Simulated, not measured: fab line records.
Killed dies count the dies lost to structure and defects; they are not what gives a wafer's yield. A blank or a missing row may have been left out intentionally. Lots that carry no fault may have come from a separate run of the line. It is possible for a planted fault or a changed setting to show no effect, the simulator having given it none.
fab line records	flow sfq-line
record lots=15	wafers=45	last-day=92
route steps=325 shown C5@247 M6@262 I6@266 M7@288
lots with no fault: from the same line, run without faults
start-h: the number of hours between the record's first day and the start of the first shown wafer of the lot	wait-h: time in hours since the lot's previous step	" identical to the entry in the row above	L1.1+2: a single row standing in for several wafers	- value missing, or start not given	* or withheld: withheld	< > ~ a bound
route shown NAME@n: a module of which the file shows steps, and the number in the route of the first	usual: mean and standard deviation over wafers with no fault	same: alike in all rows	chamber/n: place in a boat	sites: readings site by site	_std_site: standard deviation across them	_edge_site: inner sites' mean taken away from outer sites' mean	radius-mm: how far each site lies from the wafer's centre	mask NAME#n: copy n	behind: the most recent tool/chamber to have shaped the wafer	hold: why the lot was held/for how many hours/how that ended	device: transistor that didn't switch, given as n, p or np	end of line: the same wafers' tests at the end of the route	where a step has no rows: the recipe by itself	killed: dies that structure and defects cost at the first sort, which is not the same as the wafer's yield	map: shows each die of a wafer: x if killed, . if not, _ if none is there
set.NAME: the setting the step ran with; set.NAME@STEP: the setting that earlier step ran with	model.NAME: the simulator's own value behind a step, which no gauge read
the route's steps for a sample of lots (tables are steps, rows are wafers)
services: the hour from which a tool's chamber was out of use, counted from the record's first day as start-h (under 0 if before that day), plus the number of hours and why
## steps
# step SFQ_TRILAYER_C5_BARC_OPEN_VIA_ETCH_210
# recipe mask-material=PR	chemistry=O2	target-depth-nm=125	target=BARC	source-w=500	bias-w=80	pressure-mtorr=30	time-s=41.7
# usual bias-w=80.01/0.25	chamber-pressure-mTorr=30.002/0.027	drypump-motor-current-A=5.8/0.46	oes-product-au=0.685/0.0041
lot.wafer	tool	chamber	start-h	wait-h	bias-w	chamber-pressure-mTorr	drypump-motor-current-A	oes-product-au	rf-hours-counter-h
L598.3	rie-diel-02	0	1752.18	0.0	80.18	29.982	5.6	0.685	17
L598.5	"	0	"	"	79.98	29.986	5.6	0.680	-
L598.6	"	3	"	"	79.53	29.942	5.2	0.687	-
L600.1	rie-diel-04	3	1771.68	0.0	79.83	30.054	6.1	0.682	9
L600.2	"	1	"	"	79.94	30.007	6.0	0.682	19
L600.3	"	0	"	"	80.17	30.020	5.8	0.685	3
L601.1	rie-diel-02	1	1772.81	0.0	79.62	29.988	4.9	0.687	13
L601.3	"	0	"	"	80.25	29.955	5.6	0.690	17
L601.4	"	3	"	"	80.54	29.994	5.2	0.682	4
L602.1	rie-diel-04	1	1775.28	0.0	80.10	29.982	6.1	0.689	19
L602.4	"	0	"	"	80.25	29.993	5.8	0.688	-
L602.6	"	1	"	"	80.08	29.977	6.1	0.677	-
L603.2	rie-diel-01	1	1779.56	0.0	80.46	29.997	6.6	0.684	1
L603.3	"	2	"	"	79.87	30.012	5.9	0.683	4
L603.4	"	0	"	"	79.90	29.999	5.5	0.680	18
L604.2	rie-diel-04	3	1781.96	0.0	79.95	30.073	6.1	0.681	10
L604.3	"	0	"	"	80.00	29.927	5.8	0.677	3
L604.6	"	0	"	"	80.12	30.000	5.8	0.689	-
L605.3	rie-diel-01	2	1784.36	0.0	79.82	29.963	5.9	0.681	5
L605.5	"	2	"	"	79.97	30.004	5.9	0.686	-
L605.6	"	3	"	"	79.83	29.977	6.4	0.686	-
L607.1	rie-diel-04	1	1789.16	0.0	80.16	29.981	6.1	0.687	19
L607.2	"	0	"	"	79.95	30.018	5.8	0.681	3
L607.5	"	1	"	"	80.13	30.026	6.1	0.688	-
L608.1	rie-diel-02	1	1791.56	0.0	80.17	29.971	4.8	0.687	14
L608.2	"	3	"	"	80.01	30.025	5.2	0.687	4
L608.4	"	2	"	"	79.91	30.054	6.0	0.694	1
L609.1	rie-diel-04	1	1793.96	0.0	79.93	29.992	6.1	0.687	20
L609.4	"	3	"	"	80.02	30.005	6.1	0.679	-
L609.6	"	0	"	"	79.90	30.028	5.8	0.681	-
L616.2	rie-diel-02	0	1997.31	0.0	80.19	29.939	5.6	0.674	1
L616.3	"	2	"	"	80.25	30.024	6.0	0.690	2
L616.5	"	3	"	"	80.14	30.027	5.2	0.683	-
L617.2	rie-diel-01	0	2010.31	0.0	80.15	29.968	5.6	0.679	1
L617.4	"	2	"	"	79.74	30.007	5.9	0.684	7
L617.5	"	1	"	"	79.92	29.986	6.7	0.686	-
L618.1	rie-diel-04	2	2019.91	0.0	79.92	30.039	5.1	0.683	12
L618.4	"	3	"	"	79.90	30.048	6.1	0.686	11
L618.6	"	1	"	"	80.28	30.035	6.0	0.686	-
L620.1	rie-diel-02	0	2028.31	0.0	80.20	30.041	5.6	0.691	1
L620.2	"	1	"	"	80.05	30.024	4.8	0.690	15
L620.6	"	3	"	"	79.76	29.987	5.2	0.678	-
L621.1	rie-diel-04	1	2029.51	0.0	80.24	29.999	6.1	0.697	1
L621.3	"	3	"	"	79.78	30.000	6.1	0.690	11
L621.5	"	0	"	"	79.34	30.025	5.8	0.685	-
# step SFQ_TRILAYER_M6_BARC_OPEN_METAL_ETCH_206
# recipe mask-material=PR	chemistry=O2	target-depth-nm=125	target=BARC	icp-w=600	bias-w=80	pressure-mtorr=10	time-s=41.7
# usual bias-w=80.05/0.24	chamber-pressure-mTorr=10.001/0.017	drypump-motor-current-A=5.72/0.19	oes-product-au=0.685/0.0044
lot.wafer	tool	chamber	start-h	wait-h	bias-w	chamber-pressure-mTorr	drypump-motor-current-A	oes-product-au	rf-hours-counter-h
L598.3	rie-metal-01	1	1757.27	0.1	80.01	9.989	5.72	0.696	-
L598.5	"	1	"	"	80.21	9.992	5.70	0.678	-
L598.6	"	1	"	"	80.19	9.995	5.73	0.682	-
L600.1	rie-metal-01	0	1868.61	0.0	80.01	10.003	5.84	0.687	16
L600.2	"	1	"	"	80.00	9.994	5.70	0.679	90
L600.3	"	0	"	"	79.84	9.989	5.81	0.686	-
L601.1	rie-metal-01	0	1870.55	0.0	79.79	9.998	5.78	0.687	16
L601.3	"	1	"	"	79.66	10.006	5.68	0.678	-
L601.4	"	0	"	"	80.00	10.008	5.82	0.692	-
L602.1	rie-metal-02	0	1871.75	0.0	79.75	9.998	5.98	0.679	42
L602.4	"	0	"	"	80.06	10.002	5.98	0.693	-
L602.6	"	1	"	"	79.78	9.987	5.75	0.685	-
L603.2	rie-metal-01	0	1876.55	0.0	80.14	9.981	5.81	0.686	17
L603.3	"	0	"	"	79.78	10.009	5.82	0.681	-
L603.4	"	1	"	"	80.57	10.007	5.71	0.681	-
L604.2	rie-metal-03	1	1877.75	0.0	80.23	9.994	5.31	0.683	64
L604.3	"	0	"	"	79.86	10.004	5.57	0.687	-
L604.6	"	1	"	"	80.28	9.995	5.31	0.687	-
L605.3	rie-metal-03	0	1881.37	0.0	80.12	10.008	5.55	0.690	-
L605.5	"	0	"	"	80.37	10.008	5.60	0.678	-
L605.6	"	1	"	"	79.75	9.977	5.30	0.687	-
L607.1	rie-metal-01	1	1884.95	0.0	80.05	9.996	5.70	0.688	93
L607.2	"	0	"	"	79.89	9.994	5.80	0.677	18
L607.5	"	0	"	"	80.26	9.998	5.78	0.691	-
L608.1	rie-metal-02	0	1887.35	0.0	79.85	9.996	5.99	0.691	44
L608.2	"	1	"	"	80.39	10.013	5.73	0.694	8
L608.4	"	0	"	"	79.63	9.992	5.99	0.687	-
L609.1	rie-metal-03	0	1889.75	0.0	80.19	9.999	5.63	0.691	49
L609.4	"	1	"	"	79.74	10.010	5.35	0.686	-
L609.6	"	1	"	"	79.93	10.011	5.33	0.689	-
L616.2	rie-metal-01	1	2011.51	0.0	79.91	10.168	5.71	0.689	111
L616.3	"	0	"	"	80.30	9.989	5.82	0.689	-
L616.5	"	0	"	"	79.71	9.999	5.82	0.683	-
L617.2	rie-metal-03	1	2023.51	0.0	80.06	10.000	5.33	0.684	86
L617.4	"	1	"	"	80.24	10.008	5.34	0.687	-
L617.5	"	0	"	"	80.19	9.975	5.61	0.686	-
L618.1	rie-metal-01	1	2034.31	0.0	80.13	10.014	5.68	0.693	115
L618.4	"	1	"	"	80.45	10.009	5.71	0.682	-
L618.6	"	1	"	"	80.20	9.996	5.72	0.692	-
L620.1	rie-metal-02	1	2041.51	0.0	80.09	10.010	5.76	0.681	32
L620.2	"	0	"	"	79.89	10.009	6.00	0.685	63
L620.6	"	1	"	"	80.43	9.985	5.76	0.685	-
L621.1	rie-metal-02	0	2043.91	0.0	80.05	10.017	6.00	0.689	64
L621.3	"	1	"	"	79.67	10.015	5.74	0.678	-
L621.5	"	1	"	"	79.52	9.991	5.76	0.679	-
# step SFQ_TRILAYER_M6_ETCH_METAL_ETCH_162
# recipe target=Nb	stop-on=SiO2	mask-material=PR	chemistry=Cl2/Ar	target-depth-nm=240	icp-w=600	bias-w=80	pressure-mtorr=10	time-s=120
# usual bias-w=80.03/0.21	chamber-pressure-mTorr=9.999/0.009	drypump-motor-current-A=5.72/0.19	oes-product-au=0.897/0.007
lot.wafer	tool	chamber	start-h	wait-h	bias-w	chamber-pressure-mTorr	drypump-motor-current-A	oes-product-au	rf-hours-counter-h
L598.3	rie-metal-01	1	1757.43	0.1	79.85	10.004	5.71	0.901	-
L598.5	"	1	"	"	79.89	10.003	5.72	0.906	-
L598.6	"	1	"	"	80.14	9.993	5.72	0.895	-
L600.1	rie-metal-01	0	1868.67	0.0	80.24	9.994	5.80	0.901	16
L600.2	"	1	"	"	80.14	9.996	5.70	0.894	90
L600.3	"	0	"	"	80.52	9.982	5.77	0.896	-
L601.1	rie-metal-01	0	1870.61	0.0	80.05	9.983	5.81	0.899	16
L601.3	"	1	"	"	79.79	10.002	5.68	0.895	-
L601.4	"	0	"	"	80.41	9.986	5.84	0.904	-
L602.1	rie-metal-02	0	1871.81	0.0	80.10	9.994	5.90	0.902	42
L602.4	"	0	"	"	79.98	10.005	5.95	0.912	-
L602.6	"	1	"	"	80.27	10.004	5.75	0.906	-
L603.2	rie-metal-01	0	1876.61	0.0	80.14	10.001	5.81	0.887	17
L603.3	"	0	"	"	80.16	10.003	5.83	0.895	-
L603.4	"	1	"	"	80.30	9.995	5.73	0.893	-
L604.2	rie-metal-03	1	1877.81	0.0	79.82	10.008	5.34	0.906	65
L604.3	"	0	"	"	79.99	9.992	5.50	0.895	-
L604.6	"	1	"	"	80.01	10.001	5.32	0.908	-
L605.3	rie-metal-03	0	1881.45	0.1	80.15	10.007	5.59	0.894	-
L605.5	"	0	"	"	80.11	10.000	5.59	0.906	-
L605.6	"	1	"	"	79.99	10.008	5.33	0.904	-
L607.1	rie-metal-01	1	1885.01	0.0	79.95	10.006	5.69	0.903	93
L607.2	"	0	"	"	79.85	10.008	5.81	0.896	18
L607.5	"	0	"	"	80.08	10.013	5.81	0.910	-
L608.1	rie-metal-02	0	1887.41	0.0	80.02	9.989	5.98	0.891	44
L608.2	"	1	"	"	80.11	10.007	5.73	0.889	8
L608.4	"	0	"	"	79.99	9.993	5.97	0.897	-
L609.1	rie-metal-03	0	1889.81	0.0	80.41	9.996	5.61	0.897	49
L609.4	"	1	"	"	79.67	10.006	5.32	0.884	-
L609.6	"	1	"	"	79.96	9.998	5.32	0.894	-
L616.2	rie-metal-01	1	2011.57	0.0	79.97	10.004	5.71	0.882	111
L616.3	"	0	"	"	80.23	9.990	5.82	0.898	-
L616.5	"	0	"	"	80.14	9.979	5.83	0.893	-
L617.2	rie-metal-03	1	2023.57	0.0	80.11	10.009	5.30	0.904	87
L617.4	"	1	"	"	79.93	9.999	5.28	0.891	-
L617.5	"	0	"	"	79.74	9.996	5.60	0.899	-
L618.1	rie-metal-01	1	2034.37	0.0	80.25	10.000	5.73	0.898	115
L618.4	"	1	"	"	80.11	10.005	5.72	0.892	-
L618.6	"	1	"	"	79.95	10.003	5.72	0.894	-
L620.1	rie-metal-02	1	2041.57	0.0	80.30	10.010	5.74	0.898	32
L620.2	"	0	"	"	79.99	9.998	5.97	0.901	63
L620.6	"	1	"	"	80.00	10.000	5.77	0.894	-
L621.1	rie-metal-02	0	2043.97	0.0	79.76	9.985	6.02	0.904	64
L621.3	"	1	"	"	80.11	9.989	5.76	0.897	-
L621.5	"	1	"	"	79.82	10.008	5.75	0.894	-
# step SFQ_TRILAYER_I6_DEP_PECVD_165
# recipe material=SiO2	temp-c=150	time-s=111.11	pressure-torr=2.4	rf-w=183.3	precursor=SiH4/N2O	target-thk-nm=500
# usual chamber-pressure-Torr=2.400/0.0058	heater-power-outer-w=31/11	heater-power-w=88/20	throttle-valve-pct=25.0/1.5
lot.wafer	tool	chamber	start-h	wait-h	chamber-pressure-Torr	heater-power-outer-w	heater-power-w	throttle-valve-pct
L598.3	pecvd-02	0	1758.97	0.0	2.401	25	84	24.2
L598.5	"	1	"	"	2.402	35	98	24.4
L598.6	"	0	"	"	2.408	28	88	24.0
L600.1	pecvd-01	1	1869.57	0.0	2.401	50	128	26.4
L600.2	"	0	"	"	2.403	12	52	24.6
L600.3	"	2	"	"	2.413	23	78	26.8
L601.1	pecvd-02	1	1871.51	0.0	2.394	37	102	24.6
L601.3	"	0	"	"	2.405	22	77	23.7
L601.4	"	1	"	"	2.395	37	102	24.5
L602.1	pecvd-04	2	1872.71	0.0	2.407	43	100	23.2
L602.4	"	2	"	"	2.403	45	103	23.1
L602.6	"	1	"	"	2.400	43	93	22.0
L603.2	pecvd-01	2	1877.51	0.0	2.414	26	81	26.6
L603.3	"	1	"	"	2.406	41	113	26.6
L603.4	"	0	"	"	2.395	9	48	24.9
L604.2	pecvd-02	1	1878.71	0.0	2.392	33	96	24.7
L604.3	"	0	"	"	2.392	25	85	24.2
L604.6	"	0	"	"	2.407	27	87	24.2
L605.3	pecvd-04	0	1882.31	0.0	2.399	24	79	23.1
L605.5	"	2	"	"	2.407	50	109	23.1
L605.6	"	1	"	"	2.388	43	92	22.3
L607.1	pecvd-01	0	1885.91	0.0	2.410	11	49	24.4
L607.2	"	1	"	"	2.401	38	111	26.7
L607.5	"	2	"	"	2.406	27	83	27.0
L608.1	pecvd-04	1	1888.31	0.0	2.401	49	102	22.4
L608.2	"	2	"	"	2.401	42	98	23.0
L608.4	"	2	"	"	2.400	45	103	23.0
L609.1	pecvd-02	1	1890.71	0.0	2.399	35	98	24.7
L609.4	"	1	"	"	2.405	36	103	24.8
L609.6	"	2	"	"	2.404	32	84	25.5
L616.2	pecvd-01	0	2012.47	0.0	-	-	-	-
L616.3	"	1	"	"	-	-	-	-
L616.5	"	2	"	"	-	-	-	-
L617.2	pecvd-04	2	2024.47	0.0	-	-	-	-
L617.4	"	0	"	"	-	-	-	-
L617.5	"	2	"	"	-	-	-	-
L618.1	pecvd-01	2	2035.45	0.0	-	-	-	-
L618.4	"	0	"	"	-	-	-	-
L618.6	"	1	"	"	-	-	-	-
L620.1	pecvd-02	1	2042.65	0.0	2.399	29	91	24.8
L620.2	"	0	"	"	2.401	27	86	24.3
L620.6	"	1	"	"	2.400	31	94	24.5
L621.1	pecvd-01	2	2045.05	0.0	2.401	27	83	27.9
L621.3	"	1	"	"	2.390	40	118	27.2
L621.5	"	1	"	"	2.392	44	119	27.0
# step SFQ_TRILAYER_I6_METRO_MEASURE_167
lot.wafer	tool	chamber	start-h	wait-h
L598.3+5+6	film-metro-02	-	1766.50	0.5
L600.1+2+3	film-metro-01	-	1874.30	0.1
L601.1+3+4	film-metro-02	-	1877.30	0.1
L602.1+4+6	film-metro-04	-	1877.37	0.1
L603.2+3+4	film-metro-01	-	1880.91	0.3
L604.2+3+6	film-metro-02	-	1882.11	0.3
L605.3+5+6	film-metro-01	-	1885.91	0.5
L607.1+2+5	film-metro-01	-	1889.11	0.1
L608.1+2+4	film-metro-04	-	1891.51	0.1
L609.1+4+6	film-metro-04	-	1894.51	0.1
L616.2+3+5	film-metro-04	-	2015.87	0.3
L617.2+4+5	film-metro-01	-	2027.87	0.3
L618.1+4+6	film-metro-02	-	2038.64	0.1
L620.1+2+6	film-metro-04	-	2045.84	0.1
L621.1+3+5	film-metro-02	-	2048.47	0.1
# step SFQ_TRILAYER_I6_VIA_ETCH_VIA_ETCH_172
# recipe target=SiO2	stop-on=Nb	mask-material=PR	taper-deg=20	chemistry=CHF3	target-depth-nm=260	source-w=500	bias-w=80	pressure-mtorr=30	time-s=withheld
# usual bias-w=79.99/0.23	chamber-pressure-mTorr=30.000/0.025	drypump-motor-current-A=5.7/0.41	oes-product-au=0.854/0.0049
lot.wafer	tool	chamber	start-h	wait-h	bias-w	chamber-pressure-mTorr	drypump-motor-current-A	oes-product-au
L598.3	rie-diel-04	2	1862.65	0.0	80.31	30.020	5.1	0.860
L598.5	"	0	"	"	80.20	30.025	5.8	0.849
L598.6	"	3	"	"	80.28	29.993	6.1	0.851
L600.1	rie-diel-02	2	1970.44	0.0	79.93	29.983	6.0	0.849
L600.2	"	3	"	"	80.20	30.011	5.2	0.856
L600.3	"	1	"	"	80.01	29.999	4.9	0.851
L601.1	rie-diel-03	3	1974.04	0.0	79.61	29.985	5.6	0.861
L601.3	"	2	"	"	80.10	29.983	6.0	0.860
L601.4	"	1	"	"	79.65	30.063	5.9	0.857
L602.1	rie-diel-04	3	1975.24	0.0	80.24	29.989	6.1	0.854
L602.4	"	2	"	"	80.26	29.997	5.1	0.861
L602.6	"	3	"	"	79.91	29.945	6.1	0.852
L603.2	rie-diel-02	0	1976.44	0.0	80.02	29.981	5.6	0.861
L603.3	"	3	"	"	80.27	30.015	5.2	0.851
L603.4	"	2	"	"	80.36	30.024	6.0	0.848
L604.2	rie-diel-03	3	1977.64	0.0	80.32	29.995	5.6	0.852
L604.3	"	1	"	"	79.94	30.025	5.9	0.847
L604.6	"	3	"	"	80.40	30.031	5.6	0.861
L605.3	rie-diel-04	0	1981.24	0.0	79.49	29.979	5.8	0.853
L605.5	"	1	"	"	79.55	30.001	6.0	0.851
L605.6	"	0	"	"	79.51	30.035	5.8	0.852
L607.1	rie-diel-03	3	1984.84	0.0	79.71	30.018	5.5	0.848
L607.2	"	1	"	"	79.81	29.994	5.9	0.858
L607.5	"	0	"	"	80.03	30.013	6.2	0.848
L608.1	rie-diel-04	2	1986.04	0.0	79.58	29.995	5.1	0.848
L608.2	"	1	"	"	79.89	30.011	6.0	0.848
L608.4	"	0	"	"	80.08	30.001	5.8	0.849
L609.1	rie-diel-04	0	1990.84	0.0	79.90	30.014	5.8	0.855
L609.4	"	1	"	"	79.76	30.015	6.1	0.860
L609.6	"	0	"	"	80.07	29.986	5.8	0.855
L616.2	rie-diel-03	0	2091.96	0.0	79.87	29.966	6.2	0.372
L616.3	"	2	"	"	80.10	29.953	6.0	0.373
L616.5	"	1	"	"	79.61	30.004	5.9	0.380
L617.2	rie-diel-04	2	2101.56	0.0	79.39	29.930	5.1	0.376
L617.4	"	0	"	"	80.14	30.023	5.8	0.371
L617.5	"	0	"	"	80.15	29.996	5.8	0.373
L618.1	rie-diel-04	0	2107.49	0.0	80.04	29.960	5.8	0.373
L618.4	"	1	"	"	80.10	29.993	6.1	0.372
L618.6	"	0	"	"	79.96	30.023	5.8	0.373
L620.1	rie-diel-04	2	2111.09	0.0	79.65	30.037	5.1	0.863
L620.2	"	3	"	"	80.10	29.994	6.1	0.849
L620.6	"	0	"	"	79.76	29.982	5.8	0.857
L621.1	rie-diel-02	3	2112.29	0.0	79.78	30.020	5.2	0.849
L621.3	"	0	"	"	80.24	30.001	5.6	0.852
L621.5	"	0	"	"	80.09	29.969	5.6	0.850
# step SFQ_TRILAYER_M7_LITHO_EXPOSE_178
# recipe mask-id=M7	na=0.6	source-shape=conventional	sigma-outer=0.65	target-cd-nm=500	dose-mj=14.4
# usual exposure-dose-mJ-cm2=14.400/0.014	focus-offset-nm=0.0/0.52
lot.wafer	tool	chamber	start-h	wait-h	mask	exposure-dose-mJ-cm2	focus-offset-nm
L598.3	krf-scanner-02	0	1865.81	-	M7#0	14.424	0.7
L598.5	"	0	"	"	M7#0	14.424	0.7
L598.6	"	0	"	"	M7#0	14.398	0.6
L600.1	krf-scanner-01	0	1972.67	-	M7#0	14.404	-0.5
L600.2	"	0	"	"	M7#0	14.422	-0.2
L600.3	"	0	"	"	M7#0	14.371	-0.6
L601.1	krf-scanner-01	0	1976.57	-	M7#0	14.391	0.2
L601.3	"	0	"	"	M7#0	14.401	0.8
L601.4	"	0	"	"	M7#0	14.389	-0.5
L602.1	krf-scanner-01	0	1977.77	-	M7#0	14.414	-0.5
L602.4	"	0	"	"	M7#0	14.388	-0.2
L602.6	"	0	"	"	M7#0	14.405	0.3
L603.2	krf-scanner-01	0	1979.17	-	M7#0	14.412	0.3
L603.3	"	0	"	"	M7#0	14.403	0.5
L603.4	"	0	"	"	M7#0	14.431	1.4
L604.2	krf-scanner-01	0	1980.37	-	M7#0	14.398	0.0
L604.3	"	0	"	"	M7#0	14.395	0.3
L604.6	"	0	"	"	M7#0	14.382	0.3
L605.3	krf-scanner-01	0	1984.17	-	M7#0	14.410	0.6
L605.5	"	0	"	"	M7#0	14.393	-0.3
L605.6	"	0	"	"	M7#0	14.399	0.3
L607.1	krf-scanner-01	0	1989.77	-	M7#0	14.408	-0.3
L607.2	"	0	"	"	M7#0	14.383	-0.3
L607.5	"	0	"	"	M7#0	14.402	-0.3
L608.1	krf-scanner-01	0	1992.17	-	M7#0	14.384	-0.1
L608.2	"	0	"	"	M7#0	14.386	-0.3
L608.4	"	0	"	"	M7#0	14.398	0.9
L609.1	krf-scanner-01	0	2000.37	-	M7#0	14.385	0.1
L609.4	"	0	"	"	M7#0	14.365	-0.2
L609.6	"	0	"	"	M7#0	14.390	-0.2
L616.2	krf-scanner-01	-	2096.51	-	M7#0	-	-
L616.3	"	-	"	"	M7#0	-	-
L616.5	"	-	"	"	M7#0	-	-
L617.2	krf-scanner-01	-	2104.91	-	M7#0	-	-
L617.4	"	-	"	"	M7#0	-	-
L617.5	"	-	"	"	M7#0	-	-
L618.1	krf-scanner-02	-	2172.04	-	M7#0	-	-
L618.4	"	-	"	"	M7#0	-	-
L618.6	"	-	"	"	M7#0	-	-
L620.1	krf-scanner-02	0	2179.24	-	M7#0	14.395	-0.3
L620.2	"	0	"	"	M7#0	14.390	0.0
L620.6	"	0	"	"	M7#0	14.393	-0.4
L621.1	krf-scanner-02	0	2181.64	-	M7#0	14.403	-0.5
L621.3	"	0	"	"	M7#0	14.401	-0.6
L621.5	"	0	"	"	M7#0	14.417	-0.4
## services
tool	chamber	start-h	hours	kind
krf-scanner-01	-	1729.40	0.7	repair
rie-metal-02	-	1739.97	1.6	repair
rie-diel-04	0	1753.81	6.9	repair
rie-diel-04	2	1758.50	37.5	repair
rie-metal-01	-	1767.01	1.8	repair
krf-scanner-01	-	1795.05	0.8	pm
krf-scanner-01	-	1798.67	1.3	pm
rie-diel-04	-	1808.57	0.4	repair
krf-scanner-01	-	1827.20	1.0	pm
rie-diel-04	3	1836.65	1.6	repair
rie-metal-01	-	1850.55	1.1	repair
rie-diel-04	-	1875.12	14.6	pm
rie-diel-04	0	1928.38	4.9	repair
rie-diel-04	2	1938.07	8.6	repair
krf-scanner-01	-	1963.94	0.8	pm
krf-scanner-01	-	1973.87	1.3	pm
krf-scanner-01	-	1996.97	1.0	pm
rie-diel-04	1	2001.16	6.3	repair
krf-scanner-01	-	2060.26	6.4	repair
rie-metal-01	0	2072.61	4.0	repair
krf-scanner-01	-	2149.55	1.3	pm
krf-scanner-01	-	2155.75	6.0	repair
krf-scanner-01	-	2164.85	1.0	pm
rie-metal-01	-	2175.15	28.1	pm
## key
first-sign step=SFQ_TRILAYER_I6_DEP_PECVD_165	reading=tool-record	direction=missing
effect step=SFQ_TRILAYER_I6_VIA_ETCH_VIA_ETCH_172	reading=oes-product-au	direction=down	sigmas=98	usual=0.854	struck=0.374
effect step=SFQ_TRILAYER_M7_LITHO_EXPOSE_178	reading=tool-record	direction=missing
met-at SFQ_TRILAYER_I6_DEP_PECVD_165
struck-lots L616,L617,L618
not-acting-at SFQ_TRILAYER_C5_BARC_OPEN_VIA_ETCH_210,SFQ_TRILAYER_M6_BARC_OPEN_METAL_ETCH_206,SFQ_TRILAYER_M6_ETCH_METAL_ETCH_162
onset-between 1888.31 2012.47
fault kind=skipped-step-whole	tool=pecvd-01,pecvd-04	chamber=-	onset-h=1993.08	steps=SFQ_TRILAYER_I6_DEP_PECVD_165	scope=struck-lots-only
